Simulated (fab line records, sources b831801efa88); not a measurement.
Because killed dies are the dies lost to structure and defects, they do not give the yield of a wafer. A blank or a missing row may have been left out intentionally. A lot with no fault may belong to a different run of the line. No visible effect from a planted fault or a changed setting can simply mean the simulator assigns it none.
Problem report in the 8D (eight disciplines) form, filled by code / flow gf180mcu / the parts of the form that need people (team, actions taken, sign-off) are left out

1. THE ISSUE
strip-time-to-endpoint-s at GF_HV_LDD_STRIP_22 reads a mean of 10.682 s on 6 wafers of 2 lots; wafers without a fault read 12.620 s with a standard deviation of 0.029. Relative to the usual mean, that is a shift of -67 standard deviations.
The step: strips in O2/N2.
Earliest sighting: wafer L789.2 on plasma-asher-03 at day 13 12:05. The record holds 39 wafers of 13 lots with a number at this step. By rule, "out" or "out of limits" means more than 4 standard deviations away from the usual mean. The other wafers with a number count as sound.

2. WHAT IT IS AND WHAT IT IS NOT
question=which readings at this step | is=strip-time-to-endpoint-s, oes-product-au, platen-temp-c | is not=drypump-motor-current-A, n2-flow-sccm
question=which lots | is=L789, L790 | is not=L781, L782, L783, L784, L786, L787, L788, L791, L800, L801, L803
question=which wafers of those lots | is=all that have a number | is not=-
question=read on which tools | is=plasma-asher-03 | is not=plasma-asher-02, plasma-asher-04
question=when | is=from day 13 12:05 | is not=up to then (21 sound wafers); but 12 sound wafers of L791, L800, L801, L803 came after

3. WHAT RULES OUT EACH SUSPECT
Counting: any tool at a process step up to the reading is kept as a suspect provided that every lot that is out went through it and no sound lot did after the first of them.
- plasma-asher-03 at GF_HV_LDD_STRIP_22 (strips in O2/N2): kept. It ran every lot that is out, first L789 (day 13 12:05), and no sound lot after that; its last sound lot up to then is L788 (day 13 01:50). Its own readings are out on those wafers: oes-product-au, platen-temp-c, strip-time-to-endpoint-s.
Remaining after the count: plasma-asher-03 at GF_HV_LDD_STRIP_22.

4. THE CAUSE (what the simulator had put in)
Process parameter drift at GF_HV_LDD_STRIP_22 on plasma-asher-03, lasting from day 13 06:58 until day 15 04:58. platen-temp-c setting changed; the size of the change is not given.
The count eliminated every tool but this one.

5. THE EFFECT CHAIN, in route order
One row per reading whose mean, taken over the struck wafers that have a number, lies over 3 standard deviations from the usual. Scope: only readings with a usual standard deviation given in the record; hours: median across lots of the time from each lot's start at the first step in this table that gives one to its start at this step; sigmas: change in usual standard deviations.
hours=0; step=GF_HV_LDD_STRIP_22; reading=oes-product-au; usual=0.716 a.u.; on struck wafers=0.753; change=+0.037; sigmas=+8.6
hours=0; step=GF_HV_LDD_STRIP_22; reading=platen-temp-c; usual=250.01 C; on struck wafers=258.80; change=+8.79; sigmas=+46
hours=0; step=GF_HV_LDD_STRIP_22; reading=strip-time-to-endpoint-s; usual=12.620 s; on struck wafers=10.682; change=-1.938; sigmas=-67
Its process steps:
- GF_HV_LDD_STRIP_22: strips in O2/N2.
Later measuring or inspecting steps at which every struck wafer that the step has a row for has a number for every such reading, and none has moved that far: GF_HV_LDD_CD_MEAS_46.

6. WHAT WOULD HAVE CAUGHT IT SOONER
In this record no reading fell out of limits until day 13 12:05, 5 hours after the fault had begun at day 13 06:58.
